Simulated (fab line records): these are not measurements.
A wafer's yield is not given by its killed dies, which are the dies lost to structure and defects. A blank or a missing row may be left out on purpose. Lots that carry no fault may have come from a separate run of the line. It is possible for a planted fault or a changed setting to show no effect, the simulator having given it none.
Matching of chambers + flow gf180mcu + 3 sister chambers for GF_PASSIVATION_CVD_00 on pecvd-04
The step deposits SiO2 from TEOS, target thk 1000 nm, time 111.95 s. 3 wafers are shown with their chamber, then 7 later ones without.

WAFERS PAIRED WITH THEIR CHAMBERS
| wafer  | chamber | heater_power_w (W) |
|--------|---------|--------------------|
| L090.2 | 2       | 708                |
| L092.1 | 1       | 541                |
| L092.2 | 0       | 609                |

WAFERS MISSING THEIR CHAMBER
| wafer  | heater_power_w (W) |
|--------|--------------------|
| L092.3 | 713                |
| L092.4 | 590                |
| L092.5 | 593                |
| L092.6 | 640                |
| L096.2 | 565                |
| L096.4 | 598                |
| L096.6 | 678                |

WHICH CHAMBER EACH WENT THROUGH
| wafer  | from the rows above     | in truth |
|--------|-------------------------|----------|
| L092.3 | 2                       | 2        |
| L092.4 | can't be placed: 0 or 1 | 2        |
| L092.5 | can't be placed: 0 or 1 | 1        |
| L092.6 | can't be placed: 0 or 2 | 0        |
| L096.2 | can't be placed: 1 or 0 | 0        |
| L096.4 | 0                       | 0        |
| L096.6 | can't be placed: 2 or 0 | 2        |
Correct placement for 2 of the 7. These rows do not allow placing 5 (true chamber among the candidates in 4). Number placed wrongly: 0.
How it was worked out, from the rows above alone: a wafer's distance from a chamber is the root of the sum, over the readings, of the square of ((its reading less the chamber's mean) divided by the reading's scatter). The wafer belongs to the nearest chamber; if the next one is less than 2 further off, it can't be placed. For every chamber, the mean is computed from those of its wafers that are shown. The scatter: with one shown wafer a chamber, the root of the mean of the squares of how far each hidden wafer lies from its nearest shown one.
